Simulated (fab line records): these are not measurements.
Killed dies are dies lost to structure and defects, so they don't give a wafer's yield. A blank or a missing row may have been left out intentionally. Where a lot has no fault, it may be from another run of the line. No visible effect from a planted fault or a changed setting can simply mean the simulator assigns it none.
fab line records	flow gf180mcu
[record] lots = 14	wafers = 42	lastDay = 34
route steps=602 shown HV_LDD@187 NSD@241 PSD@256
lots with no fault: from the same line, run without faults
startH: start of the lot's first displayed wafer, in hours after the record's first day	waitH: hours from the lot's prior step to this one	" as in the row above	L1.1+2: several wafers, shown together as one row	- no value, or no start was given	* or withheld: withheld	< > ~ a bound
route shown NAME@n: a module of which the file shows steps, and the number in the route of the first	usual: mean and standard deviation over wafers with no fault	same: alike in all rows	chamber/n: place in a boat	sites: per-site readings	_std_site: the standard deviation of these	_edge_site: mean of outer sites minus mean of inner sites	radiusMm: how far each site lies from the wafer's centre	mask NAME#n: copy n	behind: the most recent tool/chamber to have shaped the wafer	hold: what put the lot on hold/how long, in hours/how the hold closed	device: names the non-switching transistor (n, p or np)	end of line: the tests these same wafers got at the end of their route	step lacking rows: just its recipe	killed: dies that structure and defects cost at the first sort, which is not the same as the wafer's yield	map: the dies of a wafer, with x for killed, . for not killed, _ for no die there
set.NAME: the setting that was run; set.NAME@STEP: the one run at that earlier step	model.NAME: the simulator's own value behind a step, which no gauge read
a sample of lots followed through the steps of the route, with each step as a table and each wafer as a row
services: from which hour (startH, from the record's first day; less than 0 if before it) a tool's chamber was out of use, for how many hours, and why
[[steps]]
[step GF_HV_LDD_TW_MEAS_11]
[usual] HV_LDD_TW = 2405/21
lot.wafer	tool	chamber	startH	waitH	HV_LDD_TW
L900.1	filmMetro-04	-	218.49	0.1	2387
L900.4	"	-	"	"	2382
L900.5	"	-	"	"	2385
L902.1	filmMetro-02	-	232.09	0.1	2428
L902.3	"	-	"	"	2437
L902.4	"	-	"	"	2428
L901.2	filmMetro-04	-	235.30	0.1	2371
L901.3	"	-	"	"	2383
L901.6	"	-	"	"	2382
L904.1	filmMetro-02	-	249.50	0.1	2423
L904.3	"	-	"	"	2413
L904.6	"	-	"	"	2412
L905.2	filmMetro-02	-	254.56	0.1	2420
L905.4	"	-	"	"	2416
L905.5	"	-	"	"	2412
L906.1	filmMetro-03	-	267.71	0.1	2370
L906.3	"	-	"	"	2368
L906.6	"	-	"	"	2376
L909.4	filmMetro-03	-	283.09	0.1	2367
L909.5	"	-	"	"	2371
L909.6	"	-	"	"	2379
L910.4	filmMetro-02	-	296.34	0.1	2423
L910.5	"	-	"	"	2417
L910.6	"	-	"	"	2416
L911.1	filmMetro-04	-	305.66	0.1	2391
L911.4	"	-	"	"	2407
L911.5	"	-	"	"	2376
L912.3	filmMetro-02	-	305.98	0.1	2415
L912.4	"	-	"	"	2428
L912.5	"	-	"	"	2442
L913.1	filmMetro-02	-	316.91	0.1	2414
L913.3	"	-	"	"	2433
L913.5	"	-	"	"	2428
L920.3	filmMetro-03	-	369.96	0.1	2401
L920.4	"	-	"	"	2389
L920.6	"	-	"	"	2380
L922.1	filmMetro-04	-	378.45	0.1	2421
L922.5	"	-	"	"	2403
L922.6	"	-	"	"	2403
L923.3	filmMetro-04	-	390.96	0.1	2403
L923.4	"	-	"	"	2406
L923.5	"	-	"	"	2416
[step GF_HV_LDD_STRIP_37]
[recipe] chemistry = O2/N2	powerW = 1400	pressureMtorr = 1500	platenTempC = 250	o2FlowSccm = 3000	n2FlowSccm = 300	overashFraction = 0.5
[usual] drypumpMotorCurrentA = 5.59/0.12	heaterPowerW = 332/34	oesProductAu = 0.716/0.0046	stripTimeToEndpointS = 12.65/0.033
lot.wafer	tool	chamber	startH	waitH	drypumpMotorCurrentA	heaterPowerW	oesProductAu	rfHoursCounterH	stripTimeToEndpointS
L900.1	plasmaAsher-03	0	255.81	0.1	5.46	385	0.718	15	12.64
L900.4	"	0	"	"	5.48	408	0.716	-	12.66
L900.5	"	1	"	"	5.83	366	0.711	-	12.62
L902.1	plasmaAsher-03	0	269.96	0.1	5.46	393	0.715	16	12.56
L902.3	"	0	"	"	5.47	386	0.710	-	12.56
L902.4	"	1	"	"	5.81	370	0.719	-	12.57
L901.2	plasmaAsher-02	0	273.96	0.1	5.53	343	0.722	49	12.70
L901.3	"	0	"	"	5.52	333	0.715	-	12.70
L901.6	"	0	"	"	5.52	331	0.716	-	12.71
L904.1	plasmaAsher-02	0	288.41	0.1	5.54	325	0.713	51	12.66
L904.3	"	1	"	"	5.61	287	0.711	-	12.64
L904.6	"	1	"	"	5.61	289	0.715	-	12.60
L905.2	plasmaAsher-04	0	293.39	0.1	5.78	349	0.718	63	12.65
L905.4	"	0	"	"	5.79	342	0.711	-	12.64
L905.5	"	1	"	"	5.50	304	0.713	-	12.61
L906.1	plasmaAsher-04	0	307.95	0.1	5.76	348	0.708	65	12.69
L906.3	"	1	"	"	5.49	311	0.717	-	12.73
L906.6	"	0	"	"	5.73	338	0.719	-	12.67
L909.4	plasmaAsher-02	1	325.07	0.1	5.61	294	0.720	-	12.65
L909.5	"	0	"	"	5.55	325	0.716	-	12.66
L909.6	"	1	"	"	5.60	296	0.720	-	12.63
L910.4	plasmaAsher-02	1	338.72	0.1	5.57	293	0.714	-	12.68
L910.5	"	0	"	"	5.52	324	0.715	-	12.62
L910.6	"	1	"	"	5.57	291	0.719	-	12.66
L911.1	plasmaAsher-02	1	348.59	0.1	5.59	295	0.714	57	12.69
L911.4	"	0	"	"	5.52	322	0.720	-	12.64
L911.5	"	0	"	"	5.52	325	0.714	-	12.66
L912.3	plasmaAsher-04	0	349.52	0.1	5.80	350	0.726	-	12.64
L912.4	"	1	"	"	5.48	312	0.718	-	12.58
L912.5	"	0	"	"	5.78	350	0.716	-	12.63
L913.1	plasmaAsher-02	0	359.15	0.1	5.52	328	0.723	58	12.66
L913.3	"	0	"	"	5.52	336	0.717	-	12.70
L913.5	"	0	"	"	5.51	321	0.711	-	12.65
L920.3	plasmaAsher-03	0	417.08	0.1	5.46	386	0.714	-	12.70
L920.4	"	1	"	"	5.82	370	0.720	-	12.66
L920.6	"	0	"	"	5.47	391	0.716	-	12.65
L922.1	plasmaAsher-02	1	426.64	0.1	5.62	293	0.721	66	12.65
L922.5	"	0	"	"	5.53	330	0.717	-	12.67
L922.6	"	1	"	"	5.65	279	0.710	-	12.61
L923.3	plasmaAsher-04	1	439.27	0.1	5.45	291	0.711	-	12.67
L923.4	"	0	"	"	5.79	369	0.721	-	12.64
L923.5	"	1	"	"	5.46	296	0.715	-	12.62
[step GF_NSD_DEVELOP_06]
[recipe] developTimeS = 60	devTempC = 23
lot.wafer	tool	chamber	startH	waitH
L900.1+4+5	lithoTrack-02	0	297.58	0.1
L902.1+3+4	lithoTrack-02	0	312.18	0.1
L901.2+3+6	lithoTrack-04	0	317.04	0.1
L904.1+3+6	lithoTrack-01	0	333.85	0.1
L905.2+4+5	lithoTrack-04	0	337.59	0.1
L906.1+3+6	lithoTrack-04	0	353.61	0.1
L909.4+5+6	lithoTrack-04	0	370.99	0.1
L910.4+5+6	lithoTrack-02	0	385.66	0.1
L911.1+4+5	lithoTrack-02	0	396.38	0.1
L912.3+4+5	lithoTrack-01	0	398.70	0.1
L913.1+3+5	lithoTrack-01	0	407.55	0.1
L920.3+4+6	lithoTrack-02	0	467.63	0.1
L922.1+5+6	lithoTrack-02	0	477.98	0.1
L923.3+4+5	lithoTrack-01	0	491.24	0.1
[step GF_NSD_TW_MEAS_12]
[usual] NSD_TW = 4243/44
lot.wafer	tool	chamber	startH	waitH	NSD_TW
L900.1	filmMetro-04	-	298.29	0.1	4235
L900.4	"	-	"	"	4238
L900.5	"	-	"	"	4236
L902.1	filmMetro-01	-	312.89	0.1	4274
L902.3	"	-	"	"	4282
L902.4	"	-	"	"	4285
L901.2	filmMetro-03	-	317.73	0.1	4200
L901.3	"	-	"	"	4206
L901.6	"	-	"	"	4199
L904.1	filmMetro-04	-	334.55	0.1	4234
L904.3	"	-	"	"	4251
L904.6	"	-	"	"	4271
L905.2	filmMetro-01	-	338.29	0.1	4299
L905.4	"	-	"	"	4313
L905.5	"	-	"	"	4294
L906.1	filmMetro-04	-	354.32	0.1	4254
L906.3	"	-	"	"	4244
L906.6	"	-	"	"	4224
L909.4	filmMetro-03	-	371.65	0.1	4195
L909.5	"	-	"	"	4201
L909.6	"	-	"	"	4194
L910.4	filmMetro-01	-	386.32	0.1	4290
L910.5	"	-	"	"	4314
L910.6	"	-	"	"	4278
L911.1	filmMetro-04	-	397.09	0.1	4254
L911.4	"	-	"	"	4239
L911.5	"	-	"	"	4251
L912.3	filmMetro-03	-	399.37	0.1	4166
L912.4	"	-	"	"	4183
L912.5	"	-	"	"	4172
L913.1	filmMetro-04	-	408.27	0.1	4240
L913.3	"	-	"	"	4235
L913.5	"	-	"	"	4217
L920.3	filmMetro-03	-	468.30	0.1	30
L920.4	"	-	"	"	30
L920.6	"	-	"	"	30
L922.1	filmMetro-01	-	478.68	0.1	30
L922.5	"	-	"	"	30
L922.6	"	-	"	"	30
L923.3	filmMetro-01	-	491.92	0.1	4263
L923.4	"	-	"	"	4275
L923.5	"	-	"	"	4280
[step GF_PSD_OVL_MEAS_08]
[usual] PSD_OVL = 0.9/1.3
lot.wafer	tool	chamber	startH	waitH	PSD_OVL[nm]
L900.1	overlay-01	-	319.02	0.1	1.0
L900.4	"	-	"	"	0.9
L900.5	"	-	"	"	0.8
L902.1	overlay-01	-	334.07	0.1	3.0
L902.3	"	-	"	"	1.2
L902.4	"	-	"	"	0.6
L901.2	overlay-01	-	339.12	0.1	0.5
L901.3	"	-	"	"	2.0
L901.6	"	-	"	"	0.7
L904.1	overlay-01	-	355.82	0.1	-0.1
L904.3	"	-	"	"	-0.7
L904.6	"	-	"	"	-0.4
L905.2	overlay-01	-	359.48	0.1	0.4
L905.4	"	-	"	"	1.9
L905.5	"	-	"	"	2.4
L906.1	overlay-01	-	376.82	0.1	-0.9
L906.3	"	-	"	"	1.1
L906.6	"	-	"	"	-0.6
L909.4	overlay-01	-	394.04	0.1	-1.5
L909.5	"	-	"	"	2.2
L909.6	"	-	"	"	1.4
L910.4	overlay-01	-	409.38	0.1	0.8
L910.5	"	-	"	"	-1.4
L910.6	"	-	"	"	0.1
L911.1	overlay-02	-	420.57	0.1	1.4
L911.4	"	-	"	"	0.8
L911.5	"	-	"	"	1.7
L912.3	overlay-02	-	423.09	0.1	-2.0
L912.4	"	-	"	"	0.4
L912.5	"	-	"	"	2.7
L913.1	overlay-01	-	431.08	0.1	-0.1
L913.3	"	-	"	"	1.5
L913.5	"	-	"	"	-0.3
L920.3	overlay-02	-	492.53	0.1	0.5
L920.4	"	-	"	"	2.2
L920.6	"	-	"	"	-0.5
L922.1	overlay-02	-	503.43	0.1	1.1
L922.5	"	-	"	"	0.5
L922.6	"	-	"	"	1.4
L923.3	overlay-01	-	514.48	0.1	0.2
L923.4	"	-	"	"	1.9
L923.5	"	-	"	"	1.3
[[services]]
tool	chamber	startH	hours	kind
plasmaAsher-04	-	236.47	2.8	pm
plasmaAsher-02	-	239.49	2.8	pm
lithoTrack-01	-	254.31	-	consumableReplace:filter
plasmaAsher-02	-	256.68	2.0	repair
plasmaAsher-04	-	266.96	0.7	repair
plasmaAsher-02	-	296.84	4.7	repair
plasmaAsher-03	-	344.91	1.5	repair
plasmaAsher-04	-	354.03	16.7	pm
plasmaAsher-04	-	407.95	9.8	repair
plasmaAsher-04	-	421.25	9.0	pm
plasmaAsher-04	0	421.25	9.0	ventCycle
plasmaAsher-04	1	421.25	9.0	ventCycle
plasmaAsher-03	-	427.70	8.8	repair
plasmaAsher-04	0	430.25	-	clean
plasmaAsher-04	1	430.25	-	clean
[[key]]
[firstSign] step = GF_NSD_TW_MEAS_12	reading = NSD_TW	direction = down	sigmas = 95	usual = 4243	struck = 30
effect none on later readings
metAt GF_NSD_DEVELOP_06
struckLots L920,L922
sortLeftOut L920.3,L920.4,L920.6,L922.1,L922.5,L922.6
testerLeftOut L920,L922
notActingAt GF_HV_LDD_TW_MEAS_11,GF_HV_LDD_STRIP_37,GF_PSD_OVL_MEAS_08
onsetBetween 396.38 467.63
[fault] kind = processParameterDrift	tool = lithoTrack-02	chamber = -	onsetH = 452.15	steps = GF_NSD_DEVELOP_06	channel = developTimeS	offset = *	shape = step	endH = 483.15	actsIn = *	stated = *
// testerLeftOut: of these lots the tester's yield and bins aren't shown, on N5 and GAA mostly nor the transistor test; their killed dies are dies lost to structure and defects alone, not to doping, threshold or leakage, so they don't give the yield
// sortLeftOut: the simulated sort isn't trusted on such a fault, so these wafers' sort isn't shown, and their yield isn't known
